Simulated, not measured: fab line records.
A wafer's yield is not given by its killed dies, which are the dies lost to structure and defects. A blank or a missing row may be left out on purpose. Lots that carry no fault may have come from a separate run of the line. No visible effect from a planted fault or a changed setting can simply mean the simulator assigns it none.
Split-lot trial    flow sfq_line    on a route of 325 steps: 5 lots, 23 wafers read

== ON THE SPLIT ==
At SFQ_TRILAYER_I3_VIA_LITHO_COAT_090 (resist thk 62 nm), the setting spin_rpm was moved away from the recipe's 3000 rpm on 8 of the 23 wafers read, by +2.2% to +7.3%. This setting was run at the recipe's value on the other wafers.

The split's own step is where the reading is taken.

== THE READING ==
BARC_of_TRILAYER_I3_VIA_LITHO_COAT_090.thk_nm (the simulator's own value, which no gauge read), in nm, at SFQ_TRILAYER_I3_VIA_LITHO_COAT_090 (resist thk 62 nm). No usual value for it is given in the file. Across the 15 wafers here that went through the recipe, the average is 61.94 nm and the standard deviation 0.16 nm.

wafer   tool, chamber at the split  spin_rpm as run, rpm  against the recipe  BARC_of_TRILAYER_I3_VIA_LITHO_COAT_090.thk_nm, nm  against lot-mates on the recipe
L076.1  litho_track-03, 0           3000                  recipe              62.15                                              -
L076.2  litho_track-03, 0           3219                  +7.3%               59.82                                              -2.29
L076.3  litho_track-03, 0           3219                  +7.3%               59.83                                              -2.28
L076.4  litho_track-03, 0           3000                  recipe              62.08                                              -
L076.6  litho_track-03, 0           3219                  +7.3%               59.77                                              -2.34
L078.1  litho_track-02, 0           3000                  recipe              61.88                                              -
L078.2  litho_track-02, 0           3000                  recipe              61.96                                              -
L078.4  litho_track-02, 0           3000                  recipe              61.76                                              -
L078.5  litho_track-02, 0           3000                  recipe              61.84                                              -
L078.6  litho_track-02, 0           3000                  recipe              61.95                                              -
L079.2  litho_track-02, 0           3000                  recipe              61.98                                              -
L079.3  litho_track-02, 0           3000                  recipe              62.01                                              -
L079.5  litho_track-02, 0           3000                  recipe              62.24                                              -
L080.1  litho_track-03, 0           3000                  recipe              62.09                                              -
L080.3  litho_track-03, 0           3160                  +5.3%               60.3                                               -1.62
L080.4  litho_track-03, 0           3160                  +5.3%               60.29                                              -1.63
L080.5  litho_track-03, 0           3000                  recipe              61.74                                              -
L080.6  litho_track-03, 0           3160                  +5.3%               60.47                                              -1.45
L081.1  litho_track-01, 0           3000                  recipe              61.97                                              -
L081.2  litho_track-01, 0           3066                  +2.2%               61.33                                              -0.48
L081.4  litho_track-01, 0           3000                  recipe              61.8                                               -
L081.5  litho_track-01, 0           3066                  +2.2%               61.27                                              -0.54
L081.6  litho_track-01, 0           3000                  recipe              61.67                                              -

FIT RESULTS
A straight line over all 23 wafers: BARC_of_TRILAYER_I3_VIA_LITHO_COAT_090.thk_nm changes by -0.294 nm for each +1% of spin_rpm; r = -0.99; the points scatter about the line by 0.14 nm.
The same after taking each lot's own level away (the mean of its wafers on the recipe; 23 wafers): -0.308 nm for each +1%; r = -0.99; scatter 0.12 nm.
The reading moves by 2.2 nm for the largest change in spin_rpm, on that fit.
From 61.813 to 62.115 nm: that is the span of the lots' own levels, equal to 1.9 times the standard deviation above.
So the lot-to-lot level changes the slope little: the two slopes agree.
Check: for one of the wafers moved furthest among these (+7.3%), held out of the fit, the line's prediction against its lot-mates is -2.21 nm. It came out at -2.29 nm against them.

== THE OTHER SPLITS THESE WAFERS WENT THROUGH ==
Note: prior to the reading, these wafers also went through further splits. Each is held against what the fit with the lots' levels taken away leaves over:
other split on the same wafers            wafers away from the commonest value  r with BARC_of_TRILAYER_I3_VIA_LITHO_COAT_090.thk_nm (lot level and that fit taken away)
SFQ_TRILAYER_M3_LITHO_PEB_078 peb_temp_c  11                                    +0.06

== THE FILE'S OWN FIT ==
BARC_of_TRILAYER_I3_VIA_LITHO_COAT_090.thk_nm changes by -0.304 nm for each +1% of spin_rpm, r = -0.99.
